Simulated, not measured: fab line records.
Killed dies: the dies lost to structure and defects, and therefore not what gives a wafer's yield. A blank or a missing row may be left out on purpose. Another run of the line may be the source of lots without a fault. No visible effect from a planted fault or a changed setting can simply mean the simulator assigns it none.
fab line records	flow sky130
[record] lots = 12	wafers = 34	last-day = 50
route steps=708 shown VIA1@479 METAL2@486 VIA2@516 PAD_OPEN@708
lots with no fault: from the same line, run without faults
start-h: hours from the record's opening day to when the first of the lot's shown wafers began	wait-h: hours since the lot's step before	" same as the row above	L1.1+2: several wafers, shown together as one row	- no value, or no start was given	* or withheld: withheld	< > ~ a bound
route shown NAME@n: names a module that has steps shown in the file, with the first one's number in the route	usual: the fault-free wafers' mean and standard deviation	same: alike in all rows	chamber/n: place in a boat	sites: each site's reading	_std_site: the standard deviation of these	_edge_site: the outer-site mean with the inner-site mean subtracted	radius-mm: how far each site lies from the wafer's centre	mask NAME#n: copy n	behind: the most recent tool/chamber to have shaped the wafer	hold: reason for holding the lot/hours on hold/outcome of the hold	device: transistor that didn't switch, given as n, p or np	end of line: the route-end tests of the same wafers	for a step that has no rows: nothing shown but its recipe	killed: dies that structure and defects cost at the first sort, which is not the same as the wafer's yield	map: dies across one wafer; x = killed, . = not, _ = none there
set.NAME: the setting as run; set.NAME@STEP: as run at that earlier step	model.NAME: the simulator's own value behind a step, which no gauge read
a sample of lots followed through the steps of the route, with each step as a table and each wafer as a row
services: from which hour (start-h, from the record's first day; less than 0 if before it) a tool's chamber was out of use, for how many hours, and why
[[steps]]
[step SKY_VIA1_CVD_21]
[recipe] material = W	target-thk-nm = 270	time-s = 80.902	temp-c = 400	pressure-torr = 40
[usual] heater-power-w = 914/45
lot.wafer	tool	chamber	start-h	wait-h	heater-power-w
L957.1	cvd-w-01	0	793.54	0.0	967
L957.5	"	0	"	"	954
L957.6	"	1	"	"	864
L958.4	cvd-w-01	0	799.56	0.1	953
L958.5	"	0	"	"	958
L958.6	"	1	"	"	840
L959.4	cvd-w-01	0	807.34	0.1	977
L959.5	"	0	"	"	948
L959.6	"	1	"	"	870
L961.1	cvd-w-01	1	833.78	0.1	874
L961.2	"	0	"	"	937
L961.5	"	0	"	"	964
L964.2	cvd-w-01	0	858.85	0.1	967
L964.3	"	0	"	"	941
L964.6	"	0	"	"	960
L965.2	cvd-w-01	0	865.46	0.1	992
L965.4	"	0	"	"	976
L965.6	"	0	"	"	951
L967.1	cvd-w-01	0	880.20	0.0	970
L967.2	"	1	"	"	844
L967.3	"	0	"	"	942
L968.2	cvd-w-01	0	888.92	0.0	984
L968.3	"	1	"	"	838
L968.5	"	0	"	"	948
L969.4	cvd-w-02	0	890.45	0.1	933
L969.5	"	1	"	"	964
L969.6	"	0	"	"	930
L973.1	cvd-w-01	0	922.54	0.0	893
L973.3	"	1	"	"	843
L977.1	cvd-w-01	1	951.87	0.0	821
L977.3	"	0	"	"	887
L978.2	cvd-w-02	1	953.00	0.0	930
L978.4	"	1	"	"	940
L978.6	"	0	"	"	959
[step SKY_METAL2_SPUTTER_03]
[recipe] material = Ti	target-thk-nm = 5	power-w = 3000	time-s = 3.3	chamber-pressure-pa = 0.4
[usual] throttle-valve-pct = 29.7/1.2
lot.wafer	tool	chamber	start-h	wait-h	throttle-valve-pct
L957.1	pvd-sputter-02	-	794.18	0.0	27.8
L957.5	"	-	"	"	29.9
L957.6	"	-	"	"	27.9
L958.4	pvd-sputter-02	-	800.18	0.0	29.6
L958.5	"	-	"	"	29.5
L958.6	"	-	"	"	29.7
L959.4	pvd-sputter-02	-	807.96	0.0	30.1
L959.5	"	-	"	"	29.9
L959.6	"	-	"	"	27.8
L961.1	pvd-sputter-03	-	834.42	0.0	31.5
L961.2	"	-	"	"	28.9
L961.5	"	-	"	"	28.4
L964.2	pvd-sputter-03	-	859.56	0.0	31.5
L964.3	"	-	"	"	31.3
L964.6	"	-	"	"	31.4
L965.2	pvd-sputter-02	-	866.16	0.0	30.0
L965.4	"	-	"	"	27.8
L965.6	"	-	"	"	30.1
L967.1	pvd-sputter-04	-	880.84	0.0	30.7
L967.2	"	-	"	"	29.2
L967.3	"	-	"	"	29.6
L968.2	pvd-sputter-03	-	889.56	0.0	31.4
L968.3	"	-	"	"	29.0
L968.5	"	-	"	"	28.5
L969.4	pvd-sputter-02	-	891.06	0.0	27.5
L969.5	"	-	"	"	30.0
L969.6	"	-	"	"	29.6
L973.1	pvd-sputter-04	-	923.18	0.0	30.4
L973.3	"	-	"	"	30.9
L977.1	pvd-sputter-02	-	952.52	0.0	29.7
L977.3	"	-	"	"	30.1
L978.2	pvd-sputter-03	-	953.74	0.0	31.5
L978.4	"	-	"	"	28.9
L978.6	"	-	"	"	28.6
[step SKY_METAL2_RS_MEAS_05]
[recipe] thk-meas-gauge = four-point-probe	reads = TiN_of_METAL2_SPUTTER_04+Ti_of_METAL2_SPUTTER_03+AlCu_of_METAL2_SPUTTER_02+TiN_of_METAL2_SPUTTER_01+Ti_of_METAL2_SPUTTER_00
[usual] METAL2_ALCU_RS = 0.1268/0.0012
lot.wafer	tool	chamber	start-h	wait-h	METAL2_ALCU_RS[ohm/sq]
L957.1	film-metro-04	-	794.25	0.0	0.1261
L957.5	"	-	"	"	0.1266
L957.6	"	-	"	"	0.1251
L958.4	film-metro-03	-	800.31	0.1	0.1267
L958.5	"	-	"	"	0.1265
L958.6	"	-	"	"	0.1284
L959.4	film-metro-02	-	808.09	0.1	0.1257
L959.5	"	-	"	"	0.1256
L959.6	"	-	"	"	0.1253
L961.1	film-metro-02	-	834.49	0.0	0.1275
L961.2	"	-	"	"	0.1255
L961.5	"	-	"	"	0.1270
L964.2	film-metro-02	-	859.65	0.0	0.1270
L964.3	"	-	"	"	0.1262
L964.6	"	-	"	"	0.1256
L965.2	film-metro-02	-	866.25	0.0	0.1268
L965.4	"	-	"	"	0.1279
L965.6	"	-	"	"	0.1278
L967.1	film-metro-03	-	880.91	0.0	0.1273
L967.2	"	-	"	"	0.1285
L967.3	"	-	"	"	0.1275
L968.2	film-metro-04	-	889.65	0.0	0.1257
L968.3	"	-	"	"	0.1265
L968.5	"	-	"	"	0.1266
L969.4	film-metro-03	-	891.19	0.1	0.1267
L969.5	"	-	"	"	0.1253
L969.6	"	-	"	"	0.1256
L973.1	film-metro-03	-	923.25	0.0	0.1270
L973.3	"	-	"	"	0.1266
L977.1	film-metro-04	-	952.59	0.0	0.1262
L977.3	"	-	"	"	0.1272
L978.2	film-metro-02	-	953.83	0.0	0.1291
L978.4	"	-	"	"	0.1275
L978.6	"	-	"	"	0.1274
[step SKY_VIA2_EXPOSE_09]
[recipe] mask-id = VIM2	na = 0.8	source-shape = annular	sigma-inner = 0.55	sigma-outer = 0.85	target-cd-nm = 200	dose-mj = 38
[usual] exposure-dose-mJ-cm2 = 37.95/0.056	focus-offset-nm = 0.0/0.53	stage-vel-mm-s = 500.02/0.26
[same] na = 0.8	sigma-outer = 0.85
lot.wafer	tool	chamber	start-h	wait-h	mask	exposure-dose-mJ-cm2	focus-offset-nm	stage-vel-mm-s
L957.1	krf-scanner-01	0	835.31	-	VIM2#0	37.90	0.3	500.33
L957.5	"	0	"	"	VIM2#0	37.95	-0.4	499.93
L957.6	"	0	"	"	VIM2#0	37.91	-0.3	500.63
L958.4	krf-scanner-02	0	841.71	-	VIM2#0	37.97	0.6	499.99
L958.5	"	0	"	"	VIM2#0	37.95	0.5	499.59
L958.6	"	0	"	"	VIM2#0	37.94	0.9	499.51
L959.4	krf-scanner-02	0	849.13	-	VIM2#0	37.98	-0.1	499.89
L959.5	"	0	"	"	VIM2#0	37.99	0.2	499.76
L959.6	"	0	"	"	VIM2#0	37.96	0.4	499.65
L961.1	krf-scanner-01	0	874.59	-	VIM2#0	37.94	0.2	499.74
L961.2	"	0	"	"	VIM2#0	37.88	0.4	499.90
L961.5	"	0	"	"	VIM2#0	37.92	0.1	499.79
L964.2	krf-scanner-01	0	899.13	-	VIM2#0	37.85	0.0	500.01
L964.3	"	0	"	"	VIM2#0	37.91	0.2	500.22
L964.6	"	0	"	"	VIM2#0	37.91	-0.4	499.83
L965.2	krf-scanner-02	0	906.54	-	VIM2#0	38.01	-0.7	499.76
L965.4	"	0	"	"	VIM2#0	37.96	-0.7	500.05
L965.6	"	0	"	"	VIM2#0	38.03	-0.3	500.02
L967.1	krf-scanner-02	0	921.07	-	VIM2#0	38.03	-0.7	500.18
L967.2	"	0	"	"	VIM2#0	37.98	-0.3	499.93
L967.3	"	0	"	"	VIM2#0	38.02	-0.3	500.15
L968.2	krf-scanner-02	0	929.49	-	VIM2#0	38.00	-0.3	500.25
L968.3	"	0	"	"	VIM2#0	37.94	0.1	499.70
L968.5	"	0	"	"	VIM2#0	37.98	0.8	500.25
L969.4	krf-scanner-01	0	930.51	-	VIM2#0	37.85	-0.2	500.25
L969.5	"	0	"	"	VIM2#0	37.89	-0.1	500.03
L969.6	"	0	"	"	VIM2#0	37.86	0.4	499.98
L973.1	krf-scanner-01	0	961.96	-	VIM2#0	37.93	-0.2	500.00
L973.3	"	0	"	"	VIM2#0	37.98	0.1	499.48
L977.1	krf-scanner-01	0	990.51	-	VIM2#0	37.95	0.1	499.88
L977.3	"	0	"	"	VIM2#0	37.90	0.3	500.00
L978.2	krf-scanner-01	0	991.89	-	VIM2#0	37.87	0.3	499.92
L978.4	"	0	"	"	VIM2#0	37.86	-0.3	500.37
L978.6	"	0	"	"	VIM2#0	37.86	0.1	500.19
[step SKY_VIA2_CD_MEAS_12]
[recipe] target-cd-nm = 200
[usual] cd-nm = 200.0/1.5
lot.wafer	tool	chamber	start-h	wait-h	hold	cd-nm
L957.1	cd-sem-01	-	847.84	-	-	196.9
L957.5	"	-	"	"	-	197.5
L957.6	"	-	"	"	-	197.3
L958.4	cd-sem-02	-	854.55	-	-	201.3
L958.5	"	-	"	"	-	201.8
L958.6	"	-	"	"	-	201.1
L959.4	cd-sem-02	-	861.98	-	-	199.1
L959.5	"	-	"	"	-	199.8
L959.6	"	-	"	"	-	200.6
L961.1	cd-sem-01	-	887.42	-	-	201.0
L961.2	"	-	"	"	-	200.4
L961.5	"	-	"	"	-	201.6
L964.2	cd-sem-01	-	912.16	-	-	199.2
L964.3	"	-	"	"	-	200.9
L964.6	"	-	"	"	-	200.8
L965.2	cd-sem-01	-	918.66	-	-	201.0
L965.4	"	-	"	"	-	200.2
L965.6	"	-	"	"	-	199.8
L967.1	cd-sem-01	-	933.44	-	-	199.0
L967.2	"	-	"	"	-	198.0
L967.3	"	-	"	"	-	200.0
L968.2	cd-sem-02	-	941.59	-	-	202.5
L968.3	"	-	"	"	-	202.4
L968.5	"	-	"	"	-	200.8
L969.4	cd-sem-01	-	942.64	-	-	200.3
L969.5	"	-	"	"	-	200.2
L969.6	"	-	"	"	-	201.5
L973.1	cd-sem-02	-	973.78	-	await-dispo/0.2h/release	184.0
L973.3	"	-	"	"	await-dispo/0.2h/release	202.2
L973.1	cd-sem-02	-	974.07	0.3	-	184.1
L973.3	"	-	"	"	-	201.5
L977.1	cd-sem-02	-	1001.78	-	await-dispo/0.2h/release	182.1
L977.3	"	-	"	"	await-dispo/0.2h/release	200.6
L977.1	cd-sem-02	-	1002.07	0.3	-	182.6
L977.3	"	-	"	"	-	200.6
L978.2	cd-sem-02	-	1002.95	-	await-dispo/0.2h/release	183.3
L978.4	"	-	"	"	await-dispo/0.2h/release	201.5
L978.6	"	-	"	"	await-dispo/0.2h/release	203.2
L978.2	cd-sem-02	-	1003.24	0.3	-	183.1
L978.4	"	-	"	"	-	201.4
L978.6	"	-	"	"	-	203.3
[step SKY_PAD_OPEN_PROBE_99]
[usual] defect-limited-yield = 82.0/1.9	killed_at_M0_to_M3 = 45/6.9	killed_at_M4_up = 3.0/1.7	killed-at-contacts = 25/5.6	killed-at-front-end = 15/4.2	killed-at-other = 0.3/0.55	killed-dies = 89/9.6	killed-open = 49/7.2	killed-short = 39/6.5	sort_bin_3_pad_short = 0.9/0.44	sort_bin_5_function = 10.7/1.4	sort_bin_6_memory = 6.4/1.3	sort-n-pass = 403/9.6	sort-yield-pct = 82.0/1.9
[same] gross-dies = 492	killed-at-back-side = 0	sort_bin_4_leakage[%] = 0	sort_bin_8_speed[%] = 0
lot.wafer	tool	chamber	start-h	wait-h	defect-limited-yield[%]	killed_at_M0_to_M3	killed_at_M4_up	killed-at-contacts	killed-at-front-end	killed-at-other	killed-dies	killed-open	killed-short	sort_bin_3_pad_short[%]	sort_bin_5_function[%]	sort_bin_6_memory[%]	sort-n-pass	sort-yield-pct[%]
L973.1	prober-02	-	1171.10	0.1	83.5	42	6	21	11	1	81	50	28	1.0	9.3	6.1	411	83.5
// killed by level:class
L973.1 CONTACT:geometric-particle:open=11 VIA1:geometric-particle:open=10 VIA2:geometric-particle:open=9 VIA3:geometric-particle:open=9 METAL4:geometric-particle:short=5 FIELD_ISO:geometric-particle:open=3 LOCAL_INTERCONNECT:geometric-particle:short=3 CONTACT:geometric-particle:short=3
[[services]]
tool	chamber	start-h	hours	kind
krf-scanner-02	-	772.64	2.7	repair
krf-scanner-02	-	785.72	1.3	pm
cvd-w-02	-	790.75	28.1	pm
krf-scanner-02	-	805.40	1.0	pm
krf-scanner-01	-	814.35	3.6	pm
krf-scanner-01	-	817.91	1.0	pm
cvd-w-02	-	830.42	6.9	pm
krf-scanner-01	-	853.82	1.3	pm
cvd-w-01	1	854.67	11.8	repair
krf-scanner-02	-	855.21	0.8	pm
krf-scanner-02	-	875.66	0.4	repair
krf-scanner-02	-	887.74	1.2	repair
krf-scanner-01	-	900.28	6.8	repair
cvd-w-01	-	904.00	14.0	pm
cvd-w-01	0	904.00	14.0	vent-cycle
cvd-w-01	1	904.00	14.0	vent-cycle
krf-scanner-01	-	907.08	0.8	pm
pvd-sputter-04	-	913.38	1.6	repair
cvd-w-01	0	918.00	-	clean
krf-scanner-02	-	961.62	1.3	pm
pvd-sputter-02	-	965.01	2.7	repair
krf-scanner-02	-	974.40	1.0	pm
krf-scanner-01	-	984.76	1.0	pm
krf-scanner-02	-	991.43	4.0	pm
[[key]]
[first-sign] step = SKY_VIA2_CD_MEAS_12	reading = visit	direction = added
[effect] step = SKY_VIA2_CD_MEAS_12	reading = cd-nm	direction = down	sigmas = 11	usual = 200.0	struck = 183.1
met-at SKY_VIA2_EXPOSE_09
struck-lots L973,L977,L978
struck-wafers L973.1,L977.1,L978.2
not-acting-at SKY_VIA1_CVD_21,SKY_METAL2_SPUTTER_03,SKY_METAL2_RS_MEAS_05
onset-between 930.51 961.96
[fault] kind = process-parameter-drift	tool = krf-scanner-01	chamber = -	onset-h = 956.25	steps = SKY_VIA2_EXPOSE_09	channel = focus-nm	offset = 236.17	shape = step	end-h = 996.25	scope = struck-wafers-only
